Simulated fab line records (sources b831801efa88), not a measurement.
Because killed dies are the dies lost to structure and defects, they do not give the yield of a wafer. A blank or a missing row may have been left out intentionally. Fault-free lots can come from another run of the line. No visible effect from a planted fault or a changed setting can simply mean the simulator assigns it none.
Tool commonality check + flow gf180mcu + 13 lots, 39 wafers sampled

THE REASON FOR OPENING IT
3 of 13 lots carry a flag on the reading HV_LDD_02_OVL at GF_HV_LDD_OVL_MEAS_32. Wafers without a fault read -0.1 nm, standard deviation 1.2.
Rule: a lot is flagged when every wafer of it that has a number lies more than 4 standard deviations from that mean, or none has a number. As for the other lots, they are considered sound.

| lot  | measured     | on         | HV_LDD_02_OVL (nm), wafer by wafer | flag    |
|------|--------------|------------|------------------------------------|---------|
| L590 | day 11 23:13 | overlay-02 | 0.8 -0.5 -1.1                      |         |
| L591 | day 12 00:34 | overlay-01 | 1.4 1.7 1.4                        |         |
| L594 | day 12 18:29 | overlay-02 | 1.1 -0.3 0.5                       |         |
| L595 | day 13 11:29 | overlay-01 | -0.8 -0.4 -1.7                     |         |
| L596 | day 13 21:05 | overlay-01 | 1.0 2.1 0.6                        |         |
| L597 | day 14 00:07 | overlay-02 | 2.2 2.8 2.2                        |         |
| L599 | day 14 11:46 | overlay-02 | 0.7 0.3 -1.2                       |         |
| L600 | day 15 06:29 | overlay-01 | 0.1 -1.4 0.1                       |         |
| L601 | day 15 13:41 | overlay-01 | 281.2 282.4 284.4                  | FLAGGED |
| L602 | day 15 13:59 | overlay-02 | 281.3 280.1 280.8                  | FLAGGED |
| L603 | day 15 20:50 | overlay-02 | -1.7 -0.3 -1.3                     |         |
| L604 | day 16 04:35 | overlay-01 | 282.9 283.8 282.6                  | FLAGGED |
| L613 | day 19 04:47 | overlay-01 | -1.2 0.8 -0.3                      |         |
Averaged over the flagged lots the numbers come to 282.2 nm, +282.3 nm from the usual (+99 or more standard deviations).

LOT BY LOT: THE TOOL USED
Before the reading, the record contains 2 process steps out of a 602-step route. In each cell: the tool, then ch and the chambers that the sampled wafers went through, then the start.
| lot  | flag    | GF_HV_LDD_STRIP_10                   | GF_HV_LDD_EXPOSE_28                 |
|------|---------|--------------------------------------|-------------------------------------|
| L590 |         | plasma_asher-03 ch 0,1, day 10 09:20 | iline_stepper-01 ch 0, day 11 13:58 |
| L591 |         | plasma_asher-02 ch 0,1, day 10 09:36 | iline_stepper-01 ch 0, day 11 14:55 |
| L594 |         | plasma_asher-02 ch 0,1, day 11 03:28 | iline_stepper-01 ch 0, day 12 08:58 |
| L595 |         | plasma_asher-03 ch 0,1, day 11 19:14 | iline_stepper-02 ch 0, day 13 02:02 |
| L596 |         | plasma_asher-03 ch 0,1, day 12 05:14 | iline_stepper-01 ch 0, day 13 11:07 |
| L597 |         | plasma_asher-02 ch 0,1, day 12 08:22 | iline_stepper-01 ch 0, day 13 13:34 |
| L599 |         | plasma_asher-04 ch 0,1, day 12 19:19 | iline_stepper-01 ch 0, day 14 01:41 |
| L600 |         | plasma_asher-02 ch 0,1, day 13 11:58 | iline_stepper-01 ch 0, day 14 19:50 |
| L601 | FLAGGED | plasma_asher-04 ch 0,1, day 13 18:08 | iline_stepper-01 ch 0, day 15 02:32 |
| L602 | FLAGGED | plasma_asher-03 ch 0,1, day 13 18:26 | iline_stepper-01 ch 0, day 15 02:47 |
| L603 |         | plasma_asher-04 ch 0,1, day 14 01:26 | iline_stepper-02 ch 0, day 15 10:04 |
| L604 | FLAGGED | plasma_asher-03 ch 0,1, day 14 08:44 | iline_stepper-01 ch 0, day 15 17:38 |
| L613 |         | plasma_asher-03 ch 0,1, day 17 05:07 | iline_stepper-02 ch 0, day 18 17:31 |
What is done by these steps:
- GF_HV_LDD_STRIP_10: strips in O2/N2.
- GF_HV_LDD_EXPOSE_28: exposes mask Nplus HV AREA, target cd 400 nm.
- GF_HV_LDD_OVL_MEAS_32

FLAGGED OVER TOTAL, TOOL BY TOOL (the gauges that took the reading come last)
| step                  | tool             | lots run | flagged | share of the flagged lots | sound lots run after its first flagged lot |
|-----------------------|------------------|----------|---------|---------------------------|--------------------------------------------|
| GF_HV_LDD_STRIP_10    | plasma_asher-02  | 4        | 0       | none                      | -                                          |
| GF_HV_LDD_STRIP_10    | plasma_asher-03  | 6        | 2       | some                      | 1 (L613)                                   |
| GF_HV_LDD_STRIP_10    | plasma_asher-04  | 3        | 1       | some                      | 1 (L603)                                   |
| GF_HV_LDD_EXPOSE_28   | iline_stepper-01 | 10       | 3       | all                       | 0                                          |
| GF_HV_LDD_EXPOSE_28   | iline_stepper-02 | 3        | 0       | none                      | -                                          |
| GF_HV_LDD_OVL_MEAS_32 | overlay-01       | 7        | 2       | some                      | 1 (L613)                                   |
| GF_HV_LDD_OVL_MEAS_32 | overlay-02       | 6        | 1       | some                      | 1 (L603)                                   |

WHAT IS ALLOWED BY THE TABLE
In the table, 1 row covers all flagged lots: iline_stepper-01 at GF_HV_LDD_EXPOSE_28.
- iline_stepper-01 at GF_HV_LDD_EXPOSE_28 ran 10 lots, 3 of them flagged. Last sound lot L600 at day 14 19:50, first flagged lot L601 at day 15 02:32; a fault beginning in between fits.
Just one tool remains: iline_stepper-01 at GF_HV_LDD_EXPOSE_28.

WHAT THE SIMULATOR PUT IN
Scanner matching overlay: iline_stepper-01, from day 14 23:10 on, at GF_HV_LDD_EXPOSE_28. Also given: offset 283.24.
Struck lots among those shown: L601, L602, L604. The rule given above showed the same thing.
